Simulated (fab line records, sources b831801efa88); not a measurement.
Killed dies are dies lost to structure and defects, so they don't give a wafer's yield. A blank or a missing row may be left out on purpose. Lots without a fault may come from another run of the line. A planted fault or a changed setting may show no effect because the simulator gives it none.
Which tool did it? | flow sky130 | 11 lots, 33 wafers sampled, at 6 steps of a route of 708

WHAT THE GAUGES READ, wafer by wafer
SKY_NWELL_TW_MEAS_15. Usual: NWELL_TW 1822, standard deviation 10.
lot  | measured     | on            | NWELL_TW          | flag
L767 | day 4 10:50  | film_metro-04 | 1818 1824 1840    |
L768 | day 4 21:36  | film_metro-04 | 1822 1839 1837    |
L770 | day 5 05:05  | film_metro-02 | 1801 1808 1821    |
L771 | day 5 09:25  | film_metro-02 | 1805 1805 1815    |
L774 | day 6 05:01  | film_metro-02 | 1820 1810 1811    |
L780 | day 7 15:08  | film_metro-02 | 30 30 30 30 30 30 | OFF
L784 | day 8 23:47  | film_metro-04 | 1835 1843 1840    |
L785 | day 9 03:59  | film_metro-03 | 1830 1817 1833    |
L788 | day 9 18:44  | film_metro-03 | 1815 1815 1827    |
L789 | day 9 21:41  | film_metro-02 | 1803 1802 1808    |
L790 | day 10 05:23 | film_metro-02 | 1837 1826 1843    |

SKY_SONOS_ONO_OVL_MEAS_14. Usual: SONOS_ONO_OVL -0.4 nm, standard deviation 1.1.
lot  | measured     | on         | SONOS_ONO_OVL (nm) | flag
L767 | day 12 09:33 | overlay-02 | -0.7 -0.1 0.4      |
L768 | day 12 23:53 | overlay-01 | 2.1 -0.8 -0.4      |
L770 | day 13 17:16 | overlay-01 | -1.2 -0.8 -1.8     |
L771 | day 13 23:07 | overlay-02 | -0.3 -1.8 -2.4     |
L774 | day 14 22:32 | overlay-01 | -1.0 -0.9 -1.2     |
L784 | day 18 20:40 | overlay-02 | -0.8 -1.5 0.6      |
L785 | day 19 05:35 | overlay-02 | 0.0 0.5 -1.1       |
L788 | day 20 03:29 | overlay-01 | 1.5 0.2 -1.0       |
L789 | day 20 04:56 | overlay-02 | 0.4 0.2 -1.1       |
L790 | day 20 15:10 | overlay-01 | 1.5 -0.7 -0.9      |

SKY_POLY_GATE_CD_MEAS_22. Usual: cd_nm 149.5 nm, standard deviation 1.8.
lot  | measured     | on        | cd_nm (nm)        | flag
L767 | day 16 05:58 | cd_sem-01 | 151.8 151.8 152.5 |
L768 | day 16 18:57 | cd_sem-01 | 147.5 149.5 151.7 |
L770 | day 17 17:05 | cd_sem-01 | 150.5 147.7 149.8 |
L771 | day 17 22:16 | cd_sem-01 | 148.9 148.5 150.1 |
L774 | day 19 01:07 | cd_sem-02 | 148.6 148.2 150.3 |
L784 | day 23 17:31 | cd_sem-02 | 150.2 150.0 149.7 |
L785 | day 23 18:34 | cd_sem-02 | 145.2 146.3 146.5 |
L788 | day 24 07:22 | cd_sem-02 | 147.4 150.5 150.0 |
L789 | day 24 08:08 | cd_sem-02 | 151.5 150.6 150.3 |
L790 | day 24 19:20 | cd_sem-01 | 151.8 151.5 150.2 |

WHICH TOOL RAN EACH LOT (tool, then ch and the chambers of the sampled wafers, then the start)
lot  | SKY_PWDE_STRIP_09                   | SKY_NWELL_STRIP_14                   | SKY_VT_ADJUST_HVTR_STRIP_10
L767 | plasma_asher-03 ch 0,1, day 3 17:18 | plasma_asher-01 ch 1, day 4 10:43    | plasma_asher-02 ch 0,1, day 9 06:25
L768 | plasma_asher-03 ch 0,1, day 4 04:07 | plasma_asher-01 ch 0,1, day 4 21:30  | plasma_asher-03 ch 0,1, day 9 20:22
L770 | plasma_asher-03 ch 0,1, day 4 11:15 | plasma_asher-01 ch 0,1, day 5 04:59  | plasma_asher-03 ch 0,1, day 10 08:50
L771 | plasma_asher-01 ch 0,1, day 4 16:41 | plasma_asher-01 ch 0,1, day 5 09:17  | plasma_asher-03 ch 0,1, day 10 11:11
L774 | plasma_asher-01 ch 0,1, day 5 11:21 | plasma_asher-02 ch 0,1, day 6 04:55  | plasma_asher-01 ch 0,1, day 11 12:36
L780 | plasma_asher-01 ch 0,1, day 6 18:46 | plasma_asher-01 ch 0,1, day 7 15:02  | -
L784 | plasma_asher-03 ch 0,1, day 8 02:08 | plasma_asher-03 ch 0,1, day 8 23:41  | plasma_asher-03 ch 0,1, day 15 02:13
L785 | plasma_asher-04 ch 0,1, day 8 06:28 | plasma_asher-03 ch 0,1, day 9 03:52  | plasma_asher-03 ch 1, day 15 07:48
L788 | plasma_asher-03 ch 0,1, day 8 20:52 | plasma_asher-01 ch 0, day 9 18:37    | plasma_asher-03 ch 0,1, day 16 02:35
L789 | plasma_asher-04 ch 0,1, day 8 23:34 | plasma_asher-03 ch 0,1, day 9 21:35  | plasma_asher-02 ch 0,1, day 16 05:16
L790 | plasma_asher-03 ch 0,1, day 9 06:57 | plasma_asher-01 ch 0,1, day 10 05:16 | plasma_asher-02 ch 0,1, day 16 13:32
- SKY_PWDE_STRIP_09: strips in O2/N2.
- SKY_NWELL_STRIP_14: strips in O2/N2.
- SKY_VT_ADJUST_HVTR_STRIP_10: strips in O2/N2.

WHAT THE TOOLS THEMSELVES READ (means of the sampled wafers that have a number; where no wafer has one, the mark that the record gives instead)
SKY_PWDE_STRIP_09. Usual: drypump_motor_current_A 5.4 A, standard deviation 0.41; oes_product_au 0.723 a.u., standard deviation 0.0046; strip_time_to_endpoint_s 36.95 s, standard deviation 0.089.
lot  | tool            | drypump_motor_current_A (A) | oes_product_au (a.u.) | strip_time_to_endpoint_s (s) | flag
L767 | plasma_asher-03 | 5.5                         | 0.722                 | 36.87                        |
L768 | plasma_asher-03 | 5.3                         | 0.722                 | 36.94                        |
L770 | plasma_asher-03 | 5.5                         | 0.720                 | 36.96                        |
L771 | plasma_asher-01 | 5.9                         | 0.722                 | 36.89                        |
L774 | plasma_asher-01 | 5.6                         | 0.723                 | 36.97                        |
L780 | plasma_asher-01 | 5.9                         | 0.948                 | -                            | OFF
L784 | plasma_asher-03 | 5.6                         | 0.723                 | 36.98                        |
L785 | plasma_asher-04 | 5.1                         | 0.719                 | 37.04                        |
L788 | plasma_asher-03 | 5.5                         | 0.724                 | 36.98                        |
L789 | plasma_asher-04 | 5.1                         | 0.725                 | 36.85                        |
L790 | plasma_asher-03 | 5.3                         | 0.724                 | 36.99                        |

SKY_NWELL_STRIP_14. Usual: drypump_motor_current_A 5.8 A, standard deviation 0.48; oes_product_au 0.722 a.u., standard deviation 0.0044; strip_time_to_endpoint_s 36.98 s, standard deviation 0.1.
lot  | tool            | drypump_motor_current_A (A) | oes_product_au (a.u.) | strip_time_to_endpoint_s (s) | flag
L767 | plasma_asher-01 | 5.4                         | 0.721                 | 36.92                        |
L768 | plasma_asher-01 | 5.6                         | 0.717                 | 37.09                        |
L770 | plasma_asher-01 | 5.6                         | 0.724                 | 36.86                        |
L771 | plasma_asher-01 | 5.9                         | 0.724                 | 36.98                        |
L774 | plasma_asher-02 | 6.3                         | 0.721                 | 37.05                        |
L780 | plasma_asher-01 | 5.9                         | 0.727                 | 55.57                        | OFF
L784 | plasma_asher-03 | 5.3                         | 0.726                 | 37.04                        |
L785 | plasma_asher-03 | 5.5                         | 0.722                 | 37.06                        |
L788 | plasma_asher-01 | 6.1                         | 0.720                 | 36.97                        |
L789 | plasma_asher-03 | 5.3                         | 0.723                 | 37.13                        |
L790 | plasma_asher-01 | 5.9                         | 0.723                 | 36.87                        |

SKY_VT_ADJUST_HVTR_STRIP_10. Usual: drypump_motor_current_A 5.8 A, standard deviation 0.54; oes_product_au 0.716 a.u., standard deviation 0.0052; strip_time_to_endpoint_s 14.19 s, standard deviation 0.058.
lot  | tool            | drypump_motor_current_A (A) | oes_product_au (a.u.) | strip_time_to_endpoint_s (s) | flag
L767 | plasma_asher-02 | 6.3                         | 0.713                 | 14.25                        |
L768 | plasma_asher-03 | 5.5                         | 0.720                 | 14.20                        |
L770 | plasma_asher-03 | 5.5                         | 0.720                 | 14.13                        |
L771 | plasma_asher-03 | 5.5                         | 0.711                 | 14.23                        |
L774 | plasma_asher-01 | 5.6                         | 0.712                 | 14.18                        |
L784 | plasma_asher-03 | 5.6                         | 0.712                 | 14.27                        |
L785 | plasma_asher-03 | 5.8                         | 0.719                 | 14.24                        |
L788 | plasma_asher-03 | 5.6                         | 0.712                 | 14.11                        |
L789 | plasma_asher-02 | 6.3                         | 0.721                 | 14.24                        |
L790 | plasma_asher-02 | 6.3                         | 0.722                 | 14.20                        |

THE ANSWER, worked out from the rows above alone
Rule: a lot is off if the mean of its wafers that have a number lies more than 3 standard deviations from the usual mean. A lot without any number at a reading at which 4 lots or more have one is off too. The other lots that the step has rows for count as sound. The gauges are gone through in route order, then the tools' own readings, and for those a lot's mean is taken as printed above. The first step at which some lot is off is used, and at that step the reading that is off furthest; a lot without a number counts as furthest.
Off: L780, at SKY_NWELL_TW_MEAS_15 (NWELL_TW).
A tool fits if, at a process step before that reading, it ran every lot that is off, and no sound lot after the first of them. The gauges at SKY_NWELL_TW_MEAS_15 aren't tried: what is off there is off at SKY_PWDE_STRIP_09 too, on other tools, and a gauge's error can't cause that. One fits: plasma_asher-01 at SKY_PWDE_STRIP_09. Its last sound lot is L774 (day 5 11:21), its first lot that is off L780 (day 6 18:46): a fault that began between those two fits.
The tool's own readings at SKY_PWDE_STRIP_09 bear it out: on the lots that are off they differ by more than 5 times the standard deviation of the sound lots' means. oes_product_au reads 0.948 a.u. there against 0.722 a.u. on the sound lots.
Blank at SKY_PWDE_STRIP_09 on the lots that are off, where sound lots have numbers: strip_time_to_endpoint_s.

WHAT THE SIMULATOR HAD PUT IN
Strip aborted: plasma_asher-01, from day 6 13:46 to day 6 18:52, at SKY_PWDE_STRIP_09. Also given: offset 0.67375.
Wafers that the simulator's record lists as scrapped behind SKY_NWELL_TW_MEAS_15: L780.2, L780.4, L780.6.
Lots struck among those shown: L780. The rule above found the same.
